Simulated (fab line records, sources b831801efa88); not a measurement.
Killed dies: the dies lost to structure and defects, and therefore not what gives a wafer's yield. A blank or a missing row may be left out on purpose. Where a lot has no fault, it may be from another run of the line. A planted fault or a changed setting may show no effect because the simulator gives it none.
fab line records ; flow sky130 ; part 2 of 2: steps 22 to 31 of 31
record: lots: 5; wafers: 15; lastDay: 50
route steps=708 shown FIELD_ISO@13 NWELL@32 DNWELL@35
lots that met no fault: taken from a fault-free run of the same line
startH: start of the lot's first displayed wafer, in hours after the record's first day ; waitH: hours since the lot's step before ; " unchanged from the row above ; L1.1+2: one row covering several wafers at once ; - value missing, or start not given ; * or withheld: withheld ; < > ~ a bound
route shown NAME@n: a module of which the file shows steps, and the number in the route of the first ; usual: mean/standard deviation of fault-free wafers ; same: alike in all rows ; chamber/n: place in a boat ; sites: each site's reading ; _std_site: how widely they spread, as a standard deviation ; _edge_site: mean of outer sites minus mean of inner sites ; radiusMm: for every site, how far away it sits from the centre of the wafer ; mask NAME#n: copy n ; behind: the tool/chamber that last shaped the wafer ; hold: what put the lot on hold/how long, in hours/how the hold closed ; device: the transistor (n, p or np) that didn't switch ; end of line: the same wafers' tests at the end of the route ; step lacking rows: just its recipe ; killed: the dies lost at the first sort to structure and to defects; this is not the yield of the wafer ; map: shows each die of a wafer: x if killed, . if not, _ if none is there
set.NAME: the setting as run; set.NAME@STEP: as run at that earlier step ; model.NAME: the simulator's own value behind a step, which no gauge read
lots at selected steps of the route; one table per step, one row per wafer
services: from which hour (startH, from the record's first day; less than 0 if before it) a tool's chamber was out of use, for how many hours, and why
== steps ==
step: SKY_NWELL_THK_MEAS_02
recipe: reads: SiO2_of_NWELL_OXIDATION_01
usual: NWELL_OXIDATION_THK: 10.43/0.19
lot.wafer;tool;chamber;startH;waitH;NWELL_OXIDATION_THK[nm]
L080.3;filmMetro-01;-;66.86;0.0;10.26
L080.4;filmMetro-01;-;66.86;0.0;10.23
L080.6;filmMetro-01;-;66.86;0.0;10.24
L084.1;filmMetro-02;-;89.07;0.0;10.28
L084.2;filmMetro-02;-;89.07;0.0;10.37
L084.3;filmMetro-02;-;89.07;0.0;10.40
L087.2;filmMetro-02;-;102.43;0.0;10.43
L087.5;filmMetro-02;-;102.43;0.0;10.37
L087.6;filmMetro-02;-;102.43;0.0;10.48
L088.4;filmMetro-03;-;113.53;0.0;10.30
L088.5;filmMetro-03;-;113.53;0.0;10.37
L088.6;filmMetro-03;-;113.53;0.0;10.29
L094.2;filmMetro-02;-;143.00;0.0;10.95
L094.4;filmMetro-02;-;143.00;0.0;10.89
L094.5;filmMetro-02;-;143.00;0.0;10.84
step: SKY_DNWELL_DEHYDRATE_00
recipe: tempC: 200; timeS: 60
usual: exhaustPa: 45.0/0.8
lot.wafer;tool;chamber;startH;waitH;exhaustPa
L080.3;lithoTrack-02;0;74.76;7.9;45.7
L080.4;lithoTrack-02;0;74.76;7.9;46.3
L080.6;lithoTrack-02;0;74.76;7.9;45.1
L084.1;lithoTrack-02;0;96.86;7.8;44.3
L084.2;lithoTrack-02;0;96.86;7.8;44.3
L084.3;lithoTrack-02;0;96.86;7.8;46.0
L087.2;lithoTrack-03;0;111.07;8.6;44.6
L087.5;lithoTrack-03;0;111.07;8.6;44.7
L087.6;lithoTrack-03;0;111.07;8.6;44.3
L088.4;lithoTrack-04;0;122.58;9.0;44.8
L088.5;lithoTrack-04;0;122.58;9.0;44.5
L088.6;lithoTrack-04;0;122.58;9.0;44.6
L094.2;lithoTrack-04;0;152.13;9.1;44.8
L094.4;lithoTrack-04;0;152.13;9.1;46.0
L094.5;lithoTrack-04;0;152.13;9.1;44.6
step: SKY_DNWELL_HMDS_01
recipe: primeTimeS: 60; primeTempC: 120
usual: exhaustPa: 44.9/0.91; primeTempC: 120.00/0.13
lot.wafer;tool;chamber;startH;waitH;exhaustPa;primeTempC
L080.3;lithoTrack-02;0;74.91;0.1;46.0;119.72
L080.4;lithoTrack-02;0;74.91;0.1;44.4;120.02
L080.6;lithoTrack-02;0;74.91;0.1;46.2;120.16
L084.1;lithoTrack-02;0;97.01;0.1;43.2;120.14
L084.2;lithoTrack-02;0;97.01;0.1;43.8;119.95
L084.3;lithoTrack-02;0;97.01;0.1;45.1;120.10
L087.2;lithoTrack-03;0;111.22;0.1;46.4;120.24
L087.5;lithoTrack-03;0;111.22;0.1;45.2;120.06
L087.6;lithoTrack-03;0;111.22;0.1;44.2;120.02
L088.4;lithoTrack-04;0;122.73;0.1;44.9;120.29
L088.5;lithoTrack-04;0;122.73;0.1;45.3;120.18
L088.6;lithoTrack-04;0;122.73;0.1;45.7;120.23
L094.2;lithoTrack-04;0;152.28;0.1;45.6;119.89
L094.4;lithoTrack-04;0;152.28;0.1;44.6;119.96
L094.5;lithoTrack-04;0;152.28;0.1;45.0;120.01
step: SKY_DNWELL_COAT_02
recipe: spinRpm: 2000; resistThkNm: 3000
usual: exhaustPa: 45.2/0.9
lot.wafer;tool;chamber;startH;waitH;exhaustPa
L080.3;lithoTrack-02;0;75.06;0.1;44.7
L080.4;lithoTrack-02;0;75.06;0.1;45.0
L080.6;lithoTrack-02;0;75.06;0.1;46.2
L084.1;lithoTrack-02;0;97.16;0.1;45.6
L084.2;lithoTrack-02;0;97.16;0.1;44.3
L084.3;lithoTrack-02;0;97.16;0.1;44.8
L087.2;lithoTrack-03;0;111.37;0.1;45.9
L087.5;lithoTrack-03;0;111.37;0.1;45.1
L087.6;lithoTrack-03;0;111.37;0.1;44.8
L088.4;lithoTrack-04;0;122.88;0.1;46.6
L088.5;lithoTrack-04;0;122.88;0.1;46.3
L088.6;lithoTrack-04;0;122.88;0.1;45.7
L094.2;lithoTrack-04;0;152.43;0.1;43.6
L094.4;lithoTrack-04;0;152.43;0.1;43.8
L094.5;lithoTrack-04;0;152.43;0.1;44.3
step: SKY_DNWELL_SOFTBAKE_03
recipe: tempC: 110; timeS: withheld
usual: exhaustPa: 44.8/0.81
lot.wafer;tool;chamber;startH;waitH;exhaustPa
L080.3;lithoTrack-02;0;75.23;0.1;45.2
L080.4;lithoTrack-02;0;75.23;0.1;46.0
L080.6;lithoTrack-02;0;75.23;0.1;45.9
L084.1;lithoTrack-02;0;97.31;0.1;44.9
L084.2;lithoTrack-02;0;97.31;0.1;45.2
L084.3;lithoTrack-02;0;97.31;0.1;43.7
L087.2;lithoTrack-03;0;111.53;0.1;44.2
L087.5;lithoTrack-03;0;111.53;0.1;44.2
L087.6;lithoTrack-03;0;111.53;0.1;44.5
L088.4;lithoTrack-04;0;123.05;0.1;44.1
L088.5;lithoTrack-04;0;123.05;0.1;45.1
L088.6;lithoTrack-04;0;123.05;0.1;45.3
L094.2;lithoTrack-04;0;152.59;0.1;45.6
L094.4;lithoTrack-04;0;152.59;0.1;45.1
L094.5;lithoTrack-04;0;152.59;0.1;42.7
step: SKY_DNWELL_EXPOSE_04
recipe: maskId: DNM; na: 0.57; targetCdNm: 3000; doseMj: 222
usual: focusOffsetNm: 0.0/0.53
lot.wafer;tool;chamber;startH;waitH;mask;focusOffsetNm
L080.3;ilineStepper-02;0;-;-;DNM#0;-0.6
L080.4;ilineStepper-02;0;-;-;DNM#0;-0.6
L080.6;ilineStepper-02;0;-;-;DNM#0;-0.6
L084.1;ilineStepper-01;0;-;-;DNM#0;-0.4
L084.2;ilineStepper-01;0;-;-;DNM#0;0.7
L084.3;ilineStepper-01;0;-;-;DNM#0;-0.4
L087.2;ilineStepper-01;0;-;-;DNM#0;-0.4
L087.5;ilineStepper-01;0;-;-;DNM#0;0.2
L087.6;ilineStepper-01;0;-;-;DNM#0;0.4
L088.4;ilineStepper-02;0;-;-;DNM#0;-0.5
L088.5;ilineStepper-02;0;-;-;DNM#0;0.0
L088.6;ilineStepper-02;0;-;-;DNM#0;-0.6
L094.2;ilineStepper-02;0;-;-;DNM#0;-0.3
L094.4;ilineStepper-02;0;-;-;DNM#0;0.2
L094.5;ilineStepper-02;0;-;-;DNM#0;0.3
step: SKY_DNWELL_PEB_05
recipe: tempC: 115; timeS: withheld
usual: exhaustPa: 45.1/0.85
lot.wafer;tool;chamber;startH;waitH;exhaustPa
L080.3;lithoTrack-04;0;-;-;46.3
L080.4;lithoTrack-04;0;-;-;46.5
L080.6;lithoTrack-04;0;-;-;46.3
L084.1;lithoTrack-03;0;-;-;45.6
L084.2;lithoTrack-03;0;-;-;45.3
L084.3;lithoTrack-03;0;-;-;43.9
L087.2;lithoTrack-04;0;-;-;45.9
L087.5;lithoTrack-04;0;-;-;43.5
L087.6;lithoTrack-04;0;-;-;44.8
L088.4;lithoTrack-04;0;-;-;45.6
L088.5;lithoTrack-04;0;-;-;44.7
L088.6;lithoTrack-04;0;-;-;45.7
L094.2;lithoTrack-03;0;-;-;45.3
L094.4;lithoTrack-03;0;-;-;44.3
L094.5;lithoTrack-03;0;-;-;44.4
step: SKY_DNWELL_DEVELOP_06
recipe: wallAngleDeg: 90; developer: TMAH; developTimeS: 60; devTempC: 23
usual: exhaustPa: 44.9/0.8
lot.wafer;tool;chamber;startH;waitH;exhaustPa
L080.3;lithoTrack-04;0;-;-;45.7
L080.4;lithoTrack-04;0;-;-;43.9
L080.6;lithoTrack-04;0;-;-;45.8
L084.1;lithoTrack-03;0;-;-;43.6
L084.2;lithoTrack-03;0;-;-;44.3
L084.3;lithoTrack-03;0;-;-;45.0
L087.2;lithoTrack-04;0;-;-;45.6
L087.5;lithoTrack-04;0;-;-;42.4
L087.6;lithoTrack-04;0;-;-;43.9
L088.4;lithoTrack-04;0;-;-;44.4
L088.5;lithoTrack-04;0;-;-;45.1
L088.6;lithoTrack-04;0;-;-;44.6
L094.2;lithoTrack-03;0;-;-;45.6
L094.4;lithoTrack-03;0;-;-;45.4
L094.5;lithoTrack-03;0;-;-;46.2
step: SKY_DNWELL_IMPLANT_07
recipe: species: P; energyKev: withheld; doseCm2: withheld; tiltDeg: withheld
usual: endStationPressureTorr: 5.07e-06/2.6e-07
lot.wafer;tool;chamber;startH;waitH;endStationPressureTorr
L080.3;implanter-02;0;83.60;-;4.5e-06
L080.4;implanter-02;0;83.60;-;4.77e-06
L080.6;implanter-02;0;83.60;-;5.14e-06
L084.1;implanter-03;0;106.50;-;5.08e-06
L084.2;implanter-03;0;106.50;-;5.08e-06
L084.3;implanter-03;0;106.50;-;5.05e-06
L087.2;implanter-02;0;120.23;-;4.52e-06
L087.5;implanter-02;0;120.23;-;5.53e-06
L087.6;implanter-02;0;120.23;-;5.61e-06
L088.4;implanter-02;0;132.43;-;5.68e-06
L088.5;implanter-02;0;132.43;-;4.99e-06
L088.6;implanter-02;0;132.43;-;4.93e-06
L094.2;implanter-02;0;162.52;-;4.61e-06
L094.4;implanter-02;0;162.52;-;4.6e-06
L094.5;implanter-02;0;162.52;-;5.65e-06
step: SKY_DNWELL_STRIP_08
recipe: chemistry: O2/N2; powerW: 1400; pressureMtorr: 1500; platenTempC: withheld; o2FlowSccm: 3000; n2FlowSccm: 300; overashFraction: 0.5
usual: drypumpMotorCurrentA: 6.1/0.41; n2FlowSccm: 299.9/1; o2FlowSccm: 2999/8.8; oesProductAu: 0.722/0.0049; stripTimeToEndpointS: 36.92/0.088
lot.wafer;tool;chamber;startH;waitH;drypumpMotorCurrentA;n2FlowSccm;o2FlowSccm;oesProductAu;rfHoursCounterH;stripTimeToEndpointS
L080.3;plasmaAsher-02;0;83.74;0.1;6.3;301.8;3000;0.721;-;36.95
L080.4;plasmaAsher-02;1;83.74;0.1;6.2;300.0;3005;0.724;-;36.97
L080.6;plasmaAsher-02;0;83.74;0.1;6.3;300.1;2990;0.721;-;36.98
L084.1;plasmaAsher-02;1;106.65;0.1;6.2;300.7;2988;0.722;30;36.98
L084.2;plasmaAsher-02;0;106.65;0.1;6.2;300.6;2997;0.722;30;36.89
L084.3;plasmaAsher-02;0;106.65;0.1;6.3;300.0;2992;0.721;-;37.02
L087.2;plasmaAsher-02;0;120.35;0.1;6.3;300.7;2998;0.722;32;36.83
L087.5;plasmaAsher-02;1;120.35;0.1;6.2;301.1;3007;0.717;-;36.74
L087.6;plasmaAsher-02;0;120.35;0.1;6.3;301.0;3004;0.727;-;36.76
L088.4;plasmaAsher-03;1;132.54;0.1;6.8;298.7;3004;0.715;-;37.03
L088.5;plasmaAsher-03;1;132.54;0.1;6.8;300.1;3004;0.724;-;37.00
L088.6;plasmaAsher-03;0;132.54;0.1;5.7;299.4;2979;0.723;-;36.95
L094.2;plasmaAsher-01;0;162.65;0.1;5.4;300.1;2995;0.729;48;36.85
L094.4;plasmaAsher-01;0;162.65;0.1;5.5;299.5;2978;0.717;-;36.88
L094.5;plasmaAsher-01;1;162.65;0.1;6.2;299.0;3008;0.718;-;36.88
== services ==
tool;chamber;startH;hours;kind
plasmaAsher-01;-;41.09;2.8;pm
hdpcvd-01;-;47.09;1.2;repair
rieDiel-01;-;48.60;2.8;pm
plasmaAsher-02;-;49.05;2.8;pm
ilineStepper-01;-;49.57;1.7;pm
furnace-02;-;52.28;2.9;pm
rieDiel-04;1;53.28;10.3;repair
rieSi-01;0;60.47;4.5;repair
implanter-02;-;60.47;2.8;pm
rieSi-02;3;66.30;1.8;repair
hdpcvd-02;-;66.75;15.0;pm
rieDiel-03;2;69.75;12.8;repair
rieDiel-01;2;70.32;9.9;repair
hdpcvd-01;-;74.01;1.0;repair
ilineStepper-01;-;75.27;2.1;pm
cmp-01;-;82.47;3.5;repair
ilineStepper-02;-;88.36;1.7;pm
cmp-01;-;102.70;3.7;repair
cmp-01;-;113.87;0.5;repair
plasmaAsher-02;-;115.13;4.0;pm
rieSi-01;-;148.37;2.8;pm
hdpcvd-02;0;152.94;6.1;repair
ilineStepper-02;-;153.28;4.6;repair
rieSi-01;1;153.86;3.2;repair
